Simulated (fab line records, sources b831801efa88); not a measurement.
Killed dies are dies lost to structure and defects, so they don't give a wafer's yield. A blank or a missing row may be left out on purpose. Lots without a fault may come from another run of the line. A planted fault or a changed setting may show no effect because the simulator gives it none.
Chamber matching | flow gf180mcu | GF_MIM_CVD_05 on pecvd-01: 3 sister chambers
The step deposits Si3N4, target thk 42 nm, time 29.086 s. 14 wafers are shown with their chamber, then 6 later ones without.

WAFERS WITH THEIR CHAMBER
wafer  | chamber | heater_power_w (W)
L514.2 | 2       | 603
L514.4 | 1       | 635
L514.5 | 0       | 660
L515.4 | 2       | 606
L515.5 | 1       | 703
L515.6 | 0       | 659
L521.1 | 1       | 636
L521.2 | 2       | 602
L521.6 | 2       | 589
L522.4 | 1       | 624
L522.5 | 2       | 587
L522.6 | 0       | 616
L523.2 | 1       | 676
L523.4 | 1       | 663

SIGNATURES (means of the wafers above)
reading        | chamber 0 | chamber 1 | chamber 2 | scatter within a chamber
heater_power_w | 645.00    | 656.17    | 597.40    | 23.5
Rule: a wafer's distance from a chamber is the root of the sum, over the readings, of the square of ((its reading less the chamber's mean) divided by the reading's scatter). The wafer belongs to the nearest chamber; if the next one is less than 2 further off, it can't be placed. The scatter: the root of (the sum of the squares of (reading less its chamber's mean) over the shown wafers, divided by (wafers less chambers)).

WAFERS WITHOUT THEIR CHAMBER
wafer  | heater_power_w (W)
L523.5 | 598
L526.2 | 582
L526.3 | 675
L526.5 | 657
L527.2 | 688
L527.6 | 734

WHICH CHAMBER EACH WENT THROUGH
wafer  | from the rows above     | in truth
L523.5 | can't be placed: 2 or 0 | 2
L526.2 | 2                       | 2
L526.3 | can't be placed: 1 or 0 | 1
L526.5 | can't be placed: 1 or 0 | 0
L527.2 | can't be placed: 1 or 0 | 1
L527.6 | can't be placed: 1 or 0 | 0
Placed correctly: 1 of 6. Can't be placed from these rows: 5 (the true chamber is among the candidates in 5). Placed wrongly: 0.
